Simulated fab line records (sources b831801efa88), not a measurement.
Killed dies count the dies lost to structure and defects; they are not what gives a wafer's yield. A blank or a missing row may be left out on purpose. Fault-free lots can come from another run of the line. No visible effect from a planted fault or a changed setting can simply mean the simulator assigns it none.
Which tool was responsible?	flow gf180mcu	Sampling: 6 lots, 18 wafers, 3 of 602 route steps

== WHAT THE GAUGES READ, wafer by wafer ==
GF_HV_LDD_CD_MEAS_31: the cd target is 400 nm.
lot	measured	on	cd-nm (nm)
L540	day 12 16:56	cd-sem-02	400.0 399.4 400.8
L549	day 15 07:45	cd-sem-02	- - -
L553	day 16 16:58	cd-sem-02	396.3 399.9 397.5
L555	day 17 13:09	cd-sem-02	406.0 405.3 402.2
L557	day 18 03:41	cd-sem-02	400.5 399.4 401.1
L559	day 19 00:53	cd-sem-02	399.6 402.8 402.2

== EACH LOT AND THE TOOL THAT RAN IT (in order: tool; ch and the chambers of the sampled wafers; start) ==
lot	GF_MVSD_STRIP_10	GF_HV_LDD_EXPOSE_28
L540	plasma-asher-02 ch 0,1, day 5 06:44	iline-stepper-02 ch 0, day 12 07:19
L549	plasma-asher-02 ch 0,1, day 7 06:26	iline-stepper-01 ch 0, day 14 20:49
L553	plasma-asher-01 ch 0,1, day 8 06:38	iline-stepper-01 ch 0, day 16 06:07
L555	plasma-asher-03 ch 0,1, day 8 22:22	iline-stepper-01 ch 0, day 17 01:23
L557	plasma-asher-03 ch 0,1, day 9 06:42	iline-stepper-01 ch 0, day 17 16:31
L559	plasma-asher-02 ch 0,1, day 9 21:52	iline-stepper-01 ch 0, day 18 12:50
- GF_MVSD_STRIP_10: strips in O2/N2.
- GF_HV_LDD_EXPOSE_28: exposes mask Nplus HV AREA, target cd 400 nm.

== THE ANSWER, worked out from the rows above alone ==
Rule: usual is defined by the lots themselves. Put in order of their means at a reading, lots are off if they are a third of the lots or fewer, leave a main group of 4 or more, and stand apart from it by a gap of 3 or more times the standard deviation of the main group's means; of several such gaps the widest counts. The tables above print the reading to a certain number of digits; a main group whose means all agree to those digits is not used. Also off: a lot with no number at a reading for which 4 or more lots have one. Any other lot the step has rows for is counted as sound.
Off at GF_HV_LDD_CD_MEAS_31 (cd-nm): L549. Without a number there: L549. Mean 400.9 nm and standard deviation 2.2 in the main group.
If a tool, at a process step before that reading, ran all the lots that are off and no sound lot after the first of them, it fits. Those tools and the gauges at GF_HV_LDD_CD_MEAS_31 are tried in the same way. No candidate that was tried fits.

== WHAT WAS PUT IN BY THE SIMULATOR ==
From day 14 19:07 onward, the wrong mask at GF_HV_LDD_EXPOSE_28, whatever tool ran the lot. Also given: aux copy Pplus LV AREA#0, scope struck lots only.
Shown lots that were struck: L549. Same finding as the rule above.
